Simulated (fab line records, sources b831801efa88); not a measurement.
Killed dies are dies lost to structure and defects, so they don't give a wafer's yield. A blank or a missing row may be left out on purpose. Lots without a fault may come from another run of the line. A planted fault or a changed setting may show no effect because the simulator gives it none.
A struck lot beside a sound one | flow gf180mcu | 38 steps out of a route of 602
Sound: wafers L156.3, L156.5, L156.6. Struck: wafers L167.1, L167.4, L167.6. The cause comes at the end.
At each step with rows: each side's tool, then ch and its chambers, then its first start. Under that, the readings that differ: sound wafers | struck wafers | difference of the means | sigmas: that difference in standard deviations of wafers without a fault.
alike: readings whose means differ by less than 2 such deviations, and words and numbers that are the same on both sides. not compared: withheld readings, readings that some wafer has no value for, bounds like >300 that may hide the same value, and numbers for which the record gives no deviation and whose values overlap.
The two part at a step that has a row with sigmas, a row that says differs or no value, or rows on one side only. Numbers that don't overlap but have no deviation are shown without sigmas and don't part them. A reading that every wafer of one side lacks parts them only if that side has two wafers or more.

first, 2 steps without rows for these wafers: GF_SALICIDE_WET_ETCH_01 (etches SiO2 in dHF, target depth 5 nm, time 100 s); GF_SALICIDE_SPUTTER_02 (material Co, target thk 10 nm, time 20 s).
GF_SALICIDE_SPUTTER_03: material TiN, target thk 20 nm, time 16.7 s.
  sound on pvd_sputter-02, day 15 11:58; struck on pvd_sputter-04, day 20 03:33
  alike: throttle_valve_pct
GF_SALICIDE_RS_MEAS_04: measures by four-point-probe.
  sound on film_metro-04, day 15 12:02; struck on film_metro-01, day 20 03:35
  alike: SALICIDE_TIN_RS
GF_SALICIDE_THK_MEAS_05: measures by xrf.
  sound on film_metro-04, day 15 12:08; struck on film_metro-01, day 20 03:42
  alike: SALICIDE_TIN_THK
then, 4 steps without rows for these wafers: GF_SALICIDE_RTA_06 (time 30 s); GF_SALICIDE_WET_ETCH_07 (etches the open film in SPM, target depth 120 nm); GF_SALICIDE_RTA_08 (time 30 s); GF_CONTACT_CVD_00 (deposits SiO2, target thk 300 nm, time 50 s).
GF_CONTACT_THK_MEAS_01:
  sound on film_metro-01, day 15 12:32; struck on film_metro-01, day 20 04:06
  alike: CONTACT_CVD_00_THK
GF_CONTACT_CVD_02: deposits SiO2 from TEOS, target thk 860 nm, time 95.992 s.
  sound on pecvd-01 ch 0,1,2, day 15 12:35; struck on pecvd-04 ch 0,2, day 20 04:10
  alike: heater_power_w
GF_CONTACT_THK_MEAS_03:
  sound on film_metro-03, day 15 12:40; struck on film_metro-03, day 20 04:14
  alike: CONTACT_CVD_02_THK
GF_CONTACT_CMP_04: polishes SiO2.
  sound on cmp-01 ch 0,1,3, day 15 12:52; struck on cmp-01 ch 1,3, day 20 04:20
  reading                                  | sound           | struck            | difference | sigmas
  model.SiO2_of_CONTACT_CVD_02.thk_nm (nm) | 560 559.3 560.6 | 615.1 616.8 618.1 | +56.7      |
  alike: motor_current_A, time_to_endpoint_s
GF_CONTACT_BOW_MEAS_05:
  sound on film_metro-01, day 15 13:03; struck on film_metro-02, day 20 04:35
  alike: CONTACT_BOW
then, 8 steps without rows for these wafers: GF_CONTACT_DEHYDRATE_06 (time 60 s); GF_CONTACT_HMDS_07 (prime time 60 s); GF_CONTACT_COAT_08; GF_CONTACT_COAT_09 (resist thk 1000 nm); GF_CONTACT_SOFTBAKE_10 (time 60 s); GF_CONTACT_EXPOSE_11 (exposes mask Contact, target cd 220 nm); GF_CONTACT_PEB_12 (peb time 90 s); GF_CONTACT_DEVELOP_13 (develop time 60 s).
GF_CONTACT_CD_MEAS_14: target cd 220 nm.
  sound on cd_sem-01, day 16 11:19; struck on cd_sem-01, day 21 04:14
  reading    | sound             | struck            | difference | sigmas
  cd_nm (nm) | 217.2 217.6 219.4 | 222.2 222.9 222.5 | +4.5       | +3
GF_CONTACT_OVL_MEAS_15:
  sound on overlay-01, day 16 11:25; struck on overlay-01, day 21 04:22
  alike: CONTACT_OVL
then, 1 step without rows for these wafers: GF_CONTACT_ETCH_16 (etches BARC in N2/H2).
GF_CONTACT_ETCH_17: etches SiO2 in C4F8/O2/Ar, stops on CoSi2, target depth 860 nm.
  sound on rie_diel-01 ch 1,2; struck on rie_diel-01 ch 0,1,2
  reading                             | sound             | struck            | difference | sigmas
  oes_product_au (a.u.)               | 0.820 0.823 0.813 | 0.836 0.844 0.845 | +0.023     | +5
  model.CONTACT.feature_depth_nm (nm) | 867.3 867 866.6   | 917.5 915 915.1   | +48.9      |
  model.etch.depth_nm (nm)            | 867.3 867 866.6   | 917.5 915 915.1   | +48.9      |
then, 4 steps without rows for these wafers: GF_CONTACT_STRIP_18 (strips in O2/N2); GF_CONTACT_CLEAN_19 (cleans in SPM); GF_CONTACT_CLEAN_20 (cleans in DIW); GF_CONTACT_CLEAN_21 (cleans in dHF, time 20 s).
GF_CONTACT_SPUTTER_22: material Ti, target thk 15 nm, time 80.02 s.
  sound on pvd_sputter-03, day 16 11:54; struck on pvd_sputter-01, day 21 04:52
  alike: substrate_temp_c, throttle_valve_pct
GF_CONTACT_SPUTTER_23: material TiN, target thk 10 nm, time 40 s.
  sound on pvd_sputter-03, day 16 11:58; struck on pvd_sputter-01, day 21 04:55
  alike: throttle_valve_pct
GF_CONTACT_CVD_24: deposits W, target thk 300 nm, time 90.339 s.
  sound on cvd_w-02 ch 0,1, day 16 12:02; struck on cvd_w-02 ch 1, day 21 04:58
  alike: heater_power_w
GF_CONTACT_RS_MEAS_25: measures by four-point-probe.
  sound on film_metro-02, day 16 12:08; struck on film_metro-01, day 21 05:04
  alike: CONTACT_W_RS
GF_CONTACT_THK_MEAS_26: measures by xrf.
  sound on film_metro-02, day 16 12:14; struck on film_metro-01, day 21 05:11
  alike: CONTACT_W_THK
GF_CONTACT_CMP_27: polishes, stops on SiO2, t overpolish 15 s, target thk 0 nm.
  sound on cmp-02 ch 1,2, day 16 12:17; struck on cmp-02 ch 0,1,2, day 21 05:14
  reading                                  | sound             | struck            | difference | sigmas
  model.SiO2_of_CONTACT_CVD_02.thk_nm (nm) | 553.2 552.6 553.9 | 608.3 610.1 611.3 | +56.7      |
  alike: motor_current_A
then, 1 step without rows for these wafers: GF_M1_SPUTTER_00 (material Ti, target thk 37.5 nm, time 150 s).
-- the record jumps here: 12 days lie between the struck wafers' starts before and after (it left off in module M1 and takes up again in module PASSIVATION, whose first step shown is number 602 of the route) --
GF_PASSIVATION_PROBE_99:
  the record has rows for the struck wafers here (prober-02, day 32 21:07) and none for the sound ones

WHERE THEY PART
First at GF_CONTACT_CD_MEAS_14; last, within this record, at GF_PASSIVATION_PROBE_99.

WHY: what the simulator had put in
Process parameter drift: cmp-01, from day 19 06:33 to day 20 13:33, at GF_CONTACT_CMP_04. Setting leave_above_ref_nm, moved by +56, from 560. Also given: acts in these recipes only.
